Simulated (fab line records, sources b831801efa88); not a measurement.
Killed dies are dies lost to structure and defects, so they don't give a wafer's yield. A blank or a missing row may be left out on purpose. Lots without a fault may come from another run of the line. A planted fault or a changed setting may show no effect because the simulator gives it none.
fab line records | flow sky130
record lots=13 wafers=39 last_day=50
route steps=708 shown NWELL@80 VIA4@652 METAL5@667 PASSIVATION@682 PAD_OPEN@708
lots that met no fault: from a run of the same line without faults
start_h: hours from the record's first day to the start of the lot's first wafer shown | wait_h: hours since the lot's step before | " the same as in the row above | L1.1+2: a row that stands for several wafers | - no value, or no start given | * or withheld: withheld | < > ~ a bound
route shown NAME@n: a module of which the file shows steps, and the number in the route of the first | usual: mean/standard deviation of fault-free wafers | same: alike in all rows | chamber/n: place in a boat | sites: the reading at each site | _std_site: their standard deviation | _edge_site: outer sites' mean less inner sites' | radius_mm: how far each site lies from the wafer's centre | mask NAME#n: copy n | behind: the tool/chamber that last shaped the wafer | hold: why the lot was held/for how many hours/how that ended | device: the transistor (n, p or np) that didn't switch | end of line: the same wafers' tests at the end of the route | a step without rows: its recipe alone | killed: dies lost to structure and defects at the first sort, not the wafer's yield | map: a wafer's dies, x killed, . not, _ none there
set.NAME: the setting as run; set.NAME@STEP: as run at that earlier step | model.NAME: the simulator's own value behind a step, which no gauge read
steps of the route over a sample of lots; a table a step, a row a wafer
services: from which hour (start_h, from the record's first day; less than 0 if before it) a tool's chamber was out of use, for how many hours, and why
## steps
# step SKY_NWELL_CLEAN_27
# recipe chemistry=SC1/SC2 mix=1:4:20 temp_c=70 time_s=150 dry=n2_spin
# columns lot.wafer tool chamber start_h wait_h
L636.2+4+5 wet_bench-01 3 101.34 0.0
L638.1+2+6 wet_bench-03 2 112.82 0.1
L640.2+5+6 wet_bench-02 0 129.87 0.0
L641.1+3+6 wet_bench-02 0 132.61 0.1
L642.1+4+5 wet_bench-02 2 140.79 0.1
L646.1+3+5 wet_bench-03 3 168.34 0.1
L647.3+4+6 wet_bench-02 0 178.37 0.0
L653.2+3+6 wet_bench-01 3 209.82 0.0
L654.1+3+4 wet_bench-01 1 216.97 0.1
L655.1+4+5 wet_bench-01 1 222.87 0.1
L656.3+5+6 wet_bench-01 3 225.07 0.0
L657.3+4+6 wet_bench-02 0 232.97 0.0
L659.2+4+5 wet_bench-02 2 242.47 0.0
# step SKY_VIA4_STRIP_13
# recipe chemistry=O2/N2 power_w=1400 pressure_mtorr=1500 platen_temp_c=withheld o2_flow_sccm=3000 n2_flow_sccm=300 overash_fraction=0.5
# usual drypump_motor_current_A=5.9/0.35 oes_product_au=0.709/0.0048 strip_time_to_endpoint_s=12.800/0.027
# columns lot.wafer tool chamber start_h wait_h drypump_motor_current_A oes_product_au rf_hours_counter_h strip_time_to_endpoint_s
L636.2 plasma_asher-04 1 1007.28 - 5.6 0.709 26 12.769
L636.4 " 0 " " 6.2 0.715 - 12.805
L636.5 " 0 " " 6.2 0.706 - 12.815
L638.1 plasma_asher-04 1 1017.58 - 5.5 0.713 27 12.838
L638.2 " 0 " " 6.2 0.710 27 12.811
L638.6 " 1 " " 5.6 0.710 - 12.801
L640.2 plasma_asher-01 1 1036.83 - 6.2 0.713 91 12.763
L640.5 " 1 " " 6.2 0.704 - 12.813
L640.6 " 0 " " 5.4 0.707 - 12.785
L641.1 plasma_asher-01 0 1040.35 - 5.4 0.707 92 12.783
L641.3 " 1 " " 6.2 0.718 - 12.801
L641.6 " 1 " " 6.2 0.713 - 12.806
L642.1 plasma_asher-03 0 1053.33 - 6.3 0.709 57 12.846
L642.4 " 1 " " 5.9 0.705 - 12.802
L642.5 " 0 " " 6.3 0.711 - 12.852
L646.1 plasma_asher-01 1 1078.82 - 6.2 0.706 96 12.807
L646.3 " 0 " " 5.4 0.705 - 12.791
L646.5 " 0 " " 5.4 0.720 - 12.814
L647.3 plasma_asher-03 0 1089.48 - 6.3 0.710 - 12.813
L647.4 " 1 " " 5.9 0.702 - 12.792
L647.6 " 0 " " 6.3 0.714 - 12.805
L653.2 plasma_asher-03 1 1118.33 - 5.9 0.706 64 12.778
L653.3 " 0 " " 6.3 0.718 - 12.797
L653.6 " 1 " " 5.9 0.714 - 12.799
L654.1 plasma_asher-04 0 1126.25 - 6.2 0.714 38 12.817
L654.3 " 0 " " 6.2 0.712 - 12.756
L654.4 " 1 " " 5.6 0.717 - 12.813
L655.1 plasma_asher-01 0 1126.55 - 5.4 0.706 100 12.824
L655.4 " 1 " " 6.2 0.707 - 12.776
L655.5 " 1 " " 6.2 0.713 - 12.833
L656.3 plasma_asher-04 1 1130.77 - 5.5 0.707 - 12.826
L656.5 " 0 " " 6.2 0.714 - 12.840
L656.6 " 1 " " 5.6 0.709 - 12.831
L657.3 plasma_asher-03 0 1133.67 - 6.3 0.703 - 12.785
L657.4 " 1 " " 5.9 0.707 - 12.813
L657.6 " 0 " " 6.3 0.711 - 12.799
L659.2 plasma_asher-01 0 1148.79 - 5.4 0.714 102 12.807
L659.4 " 0 " " 5.4 0.709 - 12.814
L659.5 " 0 " " 5.4 0.711 - 12.770
# step SKY_METAL5_THK_MEAS_06
# recipe thk_meas_gauge=xrf reads=AlCu_of_METAL5_SPUTTER_02
# usual METAL5_ALCU_THK=1155/14
# columns lot.wafer tool chamber start_h wait_h METAL5_ALCU_THK[nm]
L636.2 film_metro-02 - 1008.86 0.1 1144
L636.4 " - " " 1144
L636.5 " - " " 1151
L638.1 film_metro-03 - 1019.31 0.1 1169
L638.2 " - " " 1164
L638.6 " - " " 1166
L640.2 film_metro-03 - 1039.04 0.1 1147
L640.5 " - " " 1157
L640.6 " - " " 1146
L641.1 film_metro-04 - 1042.22 0.1 1161
L641.3 " - " " 1163
L641.6 " - " " 1142
L642.1 film_metro-02 - 1054.93 0.1 1142
L642.4 " - " " 1157
L642.5 " - " " 1154
L646.1 film_metro-04 - 1080.42 0.1 1123
L646.3 " - " " 1146
L646.5 " - " " 1129
L647.3 film_metro-04 - 1091.06 0.1 1153
L647.4 " - " " 1149
L647.6 " - " " 1146
L653.2 film_metro-03 - 1119.92 0.1 1150
L653.3 " - " " 1165
L653.6 " - " " 1162
L654.1 film_metro-04 - 1127.85 0.1 1151
L654.3 " - " " 1150
L654.4 " - " " 1148
L655.1 film_metro-02 - 1128.15 0.1 1168
L655.4 " - " " 1146
L655.5 " - " " 1158
L656.3 film_metro-04 - 1132.33 0.1 1153
L656.5 " - " " 1144
L656.6 " - " " 1160
L657.3 film_metro-04 - 1135.23 0.1 1145
L657.4 " - " " 1146
L657.6 " - " " 1144
L659.2 film_metro-03 - 1150.37 0.1 1162
L659.4 " - " " 1157
L659.5 " - " " 1172
# step SKY_PASSIVATION_THK_MEAS_01
# recipe reads=SiO2_of_PASSIVATION_CVD_00
# usual PASSIVATION_CVD_00_THK=89.6/1.3
# columns lot.wafer tool chamber start_h wait_h PASSIVATION_CVD_00_THK[nm]
L636.2 film_metro-01 - 1032.86 - 90.5
L636.4 " - " " 91.0
L636.5 " - " " 88.8
L638.1 film_metro-03 - 1042.86 - 89.8
L638.2 " - " " 87.9
L638.6 " - " " 89.3
L640.2 film_metro-02 - 1061.88 - 90.0
L640.5 " - " " 90.9
L640.6 " - " " 90.1
L641.1 film_metro-01 - 1064.51 - 86.8
L641.3 " - " " 88.3
L641.6 " - " " 91.2
L642.1 film_metro-03 - 1076.96 - 90.3
L642.4 " - " " 91.2
L642.5 " - " " 90.1
L646.1 film_metro-01 - 1101.78 - 88.1
L646.3 " - " " 89.5
L646.5 " - " " 88.9
L647.3 film_metro-01 - 1112.24 - 88.8
L647.4 " - " " 88.7
L647.6 " - " " 90.8
L653.2 film_metro-03 - 1139.60 - 88.5
L653.3 " - " " 87.2
L653.6 " - " " 89.1
L654.1 film_metro-03 - 1147.56 - 89.3
L654.3 " - " " 89.1
L654.4 " - " " 90.4
L655.1 film_metro-02 - 1148.23 - 87.1
L655.4 " - " " 90.1
L655.5 " - " " 90.3
L656.3 film_metro-03 - 1151.53 - 88.3
L656.5 " - " " 89.7
L656.6 " - " " 90.0
L657.3 film_metro-02 - 1154.68 - 87.5
L657.4 " - " " 87.9
L657.6 " - " " 91.0
L659.2 film_metro-03 - 1169.10 - 87.9
L659.4 " - " " 92.3
L659.5 " - " " 90.0
# step SKY_PAD_OPEN_PROBE_99
# usual killed_at_M0_to_M3=43/7.7 killed_at_M4_up=3.4/1.9 killed_at_contacts=25/5.6 killed_at_front_end=14/4.3 killed_at_other=0.2/0.5 killed_dies=86/10 killed_open=47/7.2 killed_short=39/6.7
# same gross_dies=492 killed_at_back_side=0
# columns lot.wafer tool chamber start_h wait_h hold killed_at_M0_to_M3 killed_at_M4_up killed_at_contacts killed_at_front_end killed_at_other killed_dies killed_open killed_short
L636.2 prober-02 - 1078.20 0.1 - 48 4 16 13 1 82 45 37
L636.4 prober-02 - 1078.30 0.2 - 37 5 20 11 2 75 45 30
L636.5 prober-02 - 1078.35 0.2 - 35 2 16 6 0 59 28 31
L638.1 prober-02 - 1088.15 0.1 - 51 3 32 14 0 100 60 40
L638.2 prober-02 - 1088.20 0.1 - 48 5 25 9 0 87 46 41
L638.6 prober-02 - 1088.40 0.2 - 36 0 32 11 0 79 46 33
L640.2 prober-02 - 1105.40 0.1 - 47 3 29 10 0 89 49 40
L640.5 prober-02 - 1105.55 0.2 - 34 2 22 15 0 73 36 37
L640.6 prober-02 - 1105.60 0.2 - 49 6 32 12 0 99 63 36
L641.1 prober-01 - 1109.11 0.1 - 46 3 18 11 0 78 40 38
L641.3 prober-01 - 1109.21 0.2 - 44 2 34 11 0 91 55 36
L641.6 prober-01 - 1109.36 0.2 - 35 2 18 8 0 63 32 31
L642.1 prober-02 - 1120.33 0.1 await_dispo/4.4h/release 48 2 30 53 0 133 52 38
L642.4 prober-02 - 1120.48 0.2 await_dispo/4.4h/release 39 1 25 53 0 118 38 37
L642.5 prober-02 - 1120.53 0.2 await_dispo/4.4h/release 44 1 23 56 0 124 45 35
L646.1 prober-02 - 1143.14 0.1 - 41 1 17 15 0 74 40 34
L646.3 prober-02 - 1143.24 0.2 - 40 4 32 16 0 92 51 41
L646.5 prober-02 - 1143.34 0.2 - 37 2 24 8 0 71 37 34
L647.3 prober-01 - 1153.31 0.2 await_dispo/4.4h/release 31 5 10 47 1 94 27 26
L647.4 prober-01 - 1153.36 0.2 await_dispo/4.4h/release 36 4 16 57 0 113 39 29
L647.6 prober-01 - 1153.46 0.2 await_dispo/4.4h/release 27 1 19 49 1 97 40 22
L653.2 prober-01 - 1178.05 0.1 - 55 5 34 13 0 107 57 50
L653.3 prober-01 - 1178.10 0.2 - 41 6 29 15 0 91 50 41
L653.6 prober-01 - 1178.25 0.2 - 43 4 23 15 0 85 44 41
L654.1 prober-02 - 1185.21 0.1 - 30 1 23 27 0 81 43 38
L654.3 prober-02 - 1185.31 0.2 - 32 2 32 17 0 83 48 35
L654.4 prober-02 - 1185.36 0.2 - 39 2 24 14 1 80 39 41
L655.1 prober-01 - 1186.26 0.1 - 33 3 25 8 0 69 40 29
L655.4 prober-01 - 1186.41 0.2 - 39 4 28 22 1 94 51 43
L655.5 prober-01 - 1186.46 0.2 - 34 5 33 15 0 87 61 26
L656.3 prober-02 - 1189.45 0.2 - 42 4 24 14 0 84 39 45
L656.5 prober-02 - 1189.55 0.2 - 42 5 26 7 0 80 46 34
L656.6 prober-02 - 1189.60 0.2 - 46 3 20 19 0 88 57 31
L657.3 prober-01 - 1191.67 0.2 - 48 3 26 18 0 95 50 45
L657.4 prober-01 - 1191.72 0.2 - 43 5 31 7 0 86 50 36
L657.6 prober-01 - 1191.82 0.2 - 36 5 31 14 1 87 52 35
L659.2 prober-01 - 1204.00 0.1 - 34 2 20 14 0 70 43 27
L659.4 prober-01 - 1204.10 0.2 - 38 3 26 19 0 86 54 32
L659.5 prober-01 - 1204.15 0.2 - 47 3 31 13 0 94 44 50
# killed by level:class
L636.2 VIA2:geometric_particle:open=9 VIA1:geometric_particle:open=9 METAL1:geometric_particle:short=6 VIA3:geometric_particle:short=6 VIA3:geometric_particle:open=6 LI_CONTACT:geometric_particle:open=5 CONTACT:geometric_particle:open=5 FIELD_ISO:geometric_particle:open=4
L636.4 VIA2:geometric_particle:open=10 CONTACT:geometric_particle:open=9 VIA3:geometric_particle:open=7 METAL1:geometric_particle:short=5 FIELD_ISO:geometric_particle:short=4 CONTACT:geometric_particle:short=4 VIA1:geometric_particle:short=4 LI_CONTACT:geometric_particle:open=3
L636.5 METAL2:geometric_particle:short=7 CONTACT:geometric_particle:short=6 CONTACT:geometric_particle:open=6 VIA3:geometric_particle:open=6 VIA1:geometric_particle:open=4 VIA1:geometric_particle:short=4 METAL3:geometric_particle:short=4 FIELD_ISO:geometric_particle:open=2
L638.1 CONTACT:geometric_particle:open=11 LI_CONTACT:geometric_particle:open=10 VIA3:geometric_particle:open=10 VIA2:geometric_particle:open=9 LOCAL_INTERCONNECT:geometric_particle:short=8 VIA1:geometric_particle:open=6 VIA1:geometric_particle:short=5 VIA3:geometric_particle:short=5
L638.2 VIA2:geometric_particle:open=10 VIA1:geometric_particle:open=9 CONTACT:geometric_particle:open=8 METAL1:geometric_particle:short=7 CONTACT:geometric_particle:short=6 LI_CONTACT:geometric_particle:open=5 METAL4:geometric_particle:short=4 METAL2:geometric_particle:short=4
L638.6 VIA2:geometric_particle:open=10 LI_CONTACT:geometric_particle:open=9 CONTACT:geometric_particle:open=9 LI_CONTACT:geometric_particle:short=7 VIA1:geometric_particle:open=5 POLY_GATE:geometric_particle:short=4 CONTACT:geometric_particle:short=4 VIA1:geometric_particle:short=4
L640.2 CONTACT:geometric_particle:open=13 VIA3:geometric_particle:open=10 LI_CONTACT:geometric_particle:open=6 VIA2:geometric_particle:short=6 VIA1:geometric_particle:open=5 VIA3:geometric_particle:short=5 VIA1:geometric_particle:short=5 FIELD_ISO:geometric_particle:short=4
L640.5 CONTACT:geometric_particle:open=9 VIA3:geometric_particle:open=9 METAL1:geometric_particle:short=8 CONTACT:geometric_particle:short=6 LOCAL_INTERCONNECT:geometric_particle:short=5 POLY_GATE:geometric_particle:open=4 POLY_GATE:geometric_particle:short=4 FIELD_ISO:geometric_particle:open=3
L640.6 VIA1:geometric_particle:open=22 CONTACT:geometric_particle:open=12 CONTACT:geometric_particle:short=8 LI_CONTACT:geometric_particle:open=6 FIELD_ISO:geometric_particle:open=5 LI_CONTACT:geometric_particle:short=4 VIA2:geometric_particle:short=4 VIA2:geometric_particle:open=4
L641.1 VIA1:geometric_particle:open=9 CONTACT:geometric_particle:open=9 VIA3:geometric_particle:open=8 POLY_GATE:geometric_particle:short=7 VIA2:geometric_particle:open=6 METAL2:geometric_particle:short=5 VIA3:geometric_particle:short=5 LOCAL_INTERCONNECT:geometric_particle:short=4
L641.3 VIA1:geometric_particle:open=13 CONTACT:geometric_particle:open=11 LI_CONTACT:geometric_particle:open=9 VIA1:geometric_particle:short=7 METAL2:geometric_particle:open=6 LOCAL_INTERCONNECT:geometric_particle:short=5 POLY_GATE:geometric_particle:open=4 LI_CONTACT:geometric_particle:short=4
L641.6 VIA1:geometric_particle:open=12 CONTACT:geometric_particle:open=7 LOCAL_INTERCONNECT:geometric_particle:short=5 POLY_GATE:geometric_particle:short=4 METAL1:geometric_particle:short=4 METAL3:geometric_particle:short=4 CONTACT:geometric_particle:short=3 VIA2:geometric_particle:short=3
L642.1 NWELL:unspecified=43 VIA1:geometric_particle:open=15 CONTACT:geometric_particle:open=15 METAL1:geometric_particle:short=7 LI_CONTACT:geometric_particle:open=6 VIA2:geometric_particle:open=6 CONTACT:geometric_particle:short=5 VIA3:geometric_particle:short=5
L642.4 NWELL:unspecified=43 CONTACT:geometric_particle:open=11 VIA1:geometric_particle:open=9 VIA2:geometric_particle:open=9 METAL2:geometric_particle:short=6 FIELD_ISO:geometric_particle:short=5 LOCAL_INTERCONNECT:geometric_particle:short=5 CONTACT:geometric_particle:short=5
L642.5 NWELL:unspecified=44 VIA1:geometric_particle:open=10 CONTACT:geometric_particle:open=7 VIA2:geometric_particle:short=6 LI_CONTACT:geometric_particle:open=6 VIA2:geometric_particle:open=6 POLY_GATE:geometric_particle:short=4 VIA3:geometric_particle:open=4
L646.1 VIA1:geometric_particle:open=13 VIA3:geometric_particle:open=5 FIELD_ISO:geometric_particle:open=5 LI_CONTACT:geometric_particle:open=5 LI_CONTACT:geometric_particle:short=5 LOCAL_INTERCONNECT:geometric_particle:short=4 VIA1:geometric_particle:short=4 METAL2:geometric_particle:open=4
L646.3 LI_CONTACT:geometric_particle:open=10 CONTACT:geometric_particle:open=10 VIA1:geometric_particle:open=9 FIELD_ISO:geometric_particle:short=6 VIA1:geometric_particle:short=5 METAL2:geometric_particle:short=5 VIA2:geometric_particle:open=5 LOCAL_INTERCONNECT:geometric_particle:short=4
L646.5 CONTACT:geometric_particle:open=10 VIA2:geometric_particle:open=9 VIA1:geometric_particle:short=6 LI_CONTACT:geometric_particle:open=5 METAL2:geometric_particle:short=5 LI_CONTACT:geometric_particle:short=4 VIA1:geometric_particle:open=4 VIA2:geometric_particle:short=4
L647.3 NWELL:unspecified=41 VIA1:geometric_particle:open=6 VIA1:geometric_particle:short=5 VIA2:geometric_particle:open=5 VIA3:geometric_particle:open=4 POLY_GATE:geometric_particle:short=3 LI_CONTACT:geometric_particle:open=3 METAL2:geometric_particle:short=3
L647.4 NWELL:unspecified=45 VIA1:geometric_particle:open=13 VIA1:geometric_particle:short=7 CONTACT:geometric_particle:open=5 VIA3:geometric_particle:open=5 FIELD_ISO:geometric_particle:open=4 CONTACT:geometric_particle:short=4 METAL2:geometric_particle:short=4
L647.6 NWELL:unspecified=35 LI_CONTACT:geometric_particle:open=8 VIA1:geometric_particle:open=8 CONTACT:geometric_particle:open=8 FIELD_ISO:geometric_particle:short=5 METAL3:geometric_particle:short=4 POLY_CUT:geometric_particle:open=3 METAL1:geometric_particle:short=3
L653.2 VIA1:geometric_particle:open=21 LI_CONTACT:geometric_particle:open=11 LOCAL_INTERCONNECT:geometric_particle:short=10 VIA1:geometric_particle:short=9 VIA2:geometric_particle:open=7 METAL2:geometric_particle:short=6 CONTACT:geometric_particle:open=6 CONTACT:geometric_particle:short=5
L653.3 CONTACT:geometric_particle:open=10 LI_CONTACT:geometric_particle:open=9 VIA3:geometric_particle:open=8 VIA1:geometric_particle:short=8 METAL1:geometric_particle:short=7 VIA1:geometric_particle:open=7 POLY_GATE:geometric_particle:open=6 POLY_GATE:geometric_particle:short=5
L653.6 METAL2:geometric_particle:short=12 CONTACT:geometric_particle:open=11 VIA1:geometric_particle:open=11 LI_CONTACT:geometric_particle:open=6 FIELD_ISO:geometric_particle:short=5 METAL3:geometric_particle:short=5 FIELD_ISO:geometric_particle:open=4 METAL4:geometric_particle:short=4
L654.1 CONTACT:geometric_particle:open=9 FIELD_ISO:geometric_particle:open=7 POLY_GATE:geometric_particle:short=7 VIA1:geometric_particle:open=7 FIELD_ISO:geometric_particle:short=6 POLY_GATE:geometric_particle:open=6 LI_CONTACT:geometric_particle:open=6 VIA1:geometric_particle:short=6
L654.3 CONTACT:geometric_particle:open=9 LI_CONTACT:geometric_particle:open=8 VIA1:geometric_particle:open=8 FIELD_ISO:geometric_particle:open=6 METAL1:geometric_particle:short=5 LOCAL_INTERCONNECT:geometric_particle:short=5 VIA2:geometric_particle:open=5 FIELD_ISO:geometric_particle:short=4
L654.4 CONTACT:geometric_particle:open=9 VIA3:geometric_particle:open=9 VIA2:geometric_particle:open=6 FIELD_ISO:geometric_particle:short=5 CONTACT:geometric_particle:short=5 METAL3:geometric_particle:short=5 LI_CONTACT:geometric_particle:open=4 LOCAL_INTERCONNECT:geometric_particle:short=4
L655.1 VIA1:geometric_particle:open=8 LI_CONTACT:geometric_particle:open=7 LOCAL_INTERCONNECT:geometric_particle:short=7 CONTACT:geometric_particle:open=6 VIA2:geometric_particle:open=5 VIA2:geometric_particle:short=4 VIA3:geometric_particle:open=4 FIELD_ISO:geometric_particle:short=3
L655.4 CONTACT:geometric_particle:open=12 VIA1:geometric_particle:open=12 CONTACT:geometric_particle:short=9 VIA2:geometric_particle:open=6 VIA3:geometric_particle:open=6 FIELD_ISO:geometric_particle:short=5 POLY_GATE:geometric_particle:open=4 LI_CONTACT:geometric_particle:open=4
L655.5 CONTACT:geometric_particle:open=14 LI_CONTACT:geometric_particle:open=11 VIA1:geometric_particle:open=6 METAL2:geometric_particle:open=5 VIA3:geometric_particle:open=5 FIELD_ISO:geometric_particle:open=4 LOCAL_INTERCONNECT:geometric_particle:short=4 METAL2:geometric_particle:short=4
L656.3 CONTACT:geometric_particle:open=9 VIA3:geometric_particle:open=7 VIA1:geometric_particle:open=6 METAL2:geometric_particle:short=6 VIA2:geometric_particle:short=6 CONTACT:geometric_particle:short=5 FIELD_ISO:geometric_particle:short=4 LI_CONTACT:geometric_particle:open=4
L656.5 VIA2:geometric_particle:open=12 CONTACT:geometric_particle:open=9 VIA3:geometric_particle:open=8 LOCAL_INTERCONNECT:geometric_particle:short=7 CONTACT:geometric_particle:short=6 METAL2:geometric_particle:short=5 VIA1:geometric_particle:open=5 METAL1:geometric_particle:short=4
L656.6 VIA2:geometric_particle:open=13 VIA1:geometric_particle:open=10 VIA3:geometric_particle:open=9 CONTACT:geometric_particle:open=6 FIELD_ISO:geometric_particle:open=5 POLY_GATE:geometric_particle:short=4 POLY_GATE:geometric_particle:open=4 LI_CONTACT:geometric_particle:open=4
L657.3 VIA1:geometric_particle:open=12 CONTACT:geometric_particle:open=9 VIA2:geometric_particle:open=7 POLY_GATE:geometric_particle:short=6 LI_CONTACT:geometric_particle:open=6 POLY_GATE:geometric_particle:open=5 CONTACT:geometric_particle:short=5 METAL1:geometric_particle:short=5
L657.4 LI_CONTACT:geometric_particle:open=12 CONTACT:geometric_particle:open=9 VIA3:geometric_particle:open=8 VIA2:geometric_particle:open=7 VIA1:geometric_particle:short=7 VIA1:geometric_particle:open=5 LI_CONTACT:geometric_particle:short=4 METAL2:geometric_particle:short=4
L657.6 LI_CONTACT:geometric_particle:open=11 CONTACT:geometric_particle:open=10 VIA2:geometric_particle:open=7 METAL1:geometric_particle:short=7 CONTACT:geometric_particle:short=6 POLY_GATE:geometric_particle:open=5 METAL4:geometric_particle:short=5 VIA3:geometric_particle:open=5
L659.2 LI_CONTACT:geometric_particle:open=11 METAL1:geometric_particle:short=7 VIA1:geometric_particle:open=7 VIA2:geometric_particle:open=7 FIELD_ISO:geometric_particle:short=4 FIELD_ISO:geometric_particle:open=3 POLY_GATE:geometric_particle:open=3 CONTACT:geometric_particle:open=3
L659.4 CONTACT:geometric_particle:open=10 LI_CONTACT:geometric_particle:open=9 VIA2:geometric_particle:open=8 VIA3:geometric_particle:open=7 FIELD_ISO:geometric_particle:short=5 VIA1:geometric_particle:open=5 VIA2:geometric_particle:short=3 CONTACT:geometric_particle:short=3
L659.5 VIA3:geometric_particle:open=10 CONTACT:geometric_particle:open=10 METAL1:geometric_particle:short=9 LOCAL_INTERCONNECT:geometric_particle:short=8 VIA1:geometric_particle:short=7 VIA1:geometric_particle:open=7 CONTACT:geometric_particle:short=6 FIELD_ISO:geometric_particle:short=4
## services
# columns tool chamber start_h hours kind
plasma_asher-01 - 108.75 9.0 pm
plasma_asher-04 - 159.48 1.5 repair
wet_bench-01 - 184.29 1.5 repair
plasma_asher-01 - 201.45 14.6 pm
plasma_asher-03 - 289.90 7.0 repair
wet_bench-01 - 320.23 1.9 pm
wet_bench-02 - 330.64 32.7 repair
wet_bench-02 - 345.30 3.8 repair
plasma_asher-01 - 377.05 0.9 repair
plasma_asher-03 - 421.25 9.0 pm
plasma_asher-01 - 437.47 4.3 pm
plasma_asher-03 - 439.66 22.2 repair
plasma_asher-03 - 463.42 3.4 repair
plasma_asher-04 - 480.54 1.2 repair
plasma_asher-03 - 527.49 4.7 repair
plasma_asher-01 - 529.21 0.6 repair
plasma_asher-03 - 579.54 2.8 pm
plasma_asher-04 - 616.64 4.3 repair
plasma_asher-03 - 648.99 1.8 repair
plasma_asher-01 - 690.61 2.8 pm
plasma_asher-04 - 733.75 9.0 pm
plasma_asher-01 - 811.63 5.2 repair
plasma_asher-01 - 813.31 1.7 repair
plasma_asher-01 - 1026.50 1.3 repair
## key
first_sign step=SKY_PAD_OPEN_PROBE_99 reading=killed_at_front_end direction=up sigmas=8.8 usual=14 struck=52
effect step=SKY_PAD_OPEN_PROBE_99 reading=killed_dies direction=up sigmas=2.6 usual=86 struck=113
met_at SKY_NWELL_CLEAN_27
struck_lots L642,L647
tester_left_out L642,L647
not_acting_at SKY_VIA4_STRIP_13,SKY_METAL5_THK_MEAS_06,SKY_PASSIVATION_THK_MEAS_01
onset_between 132.61 140.79
fault kind=chamber_particle_source tool=wet_bench-02 chamber=- onset_h=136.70 steps=SKY_NWELL_CLEAN_27 rate_per_visit_cm2=0.64072 end_h=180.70
# tester_left_out: of these lots the tester's yield and bins aren't shown, on N5 and GAA mostly nor the transistor test; their killed dies are dies lost to structure and defects alone, not to doping, threshold or leakage, so they don't give the yield
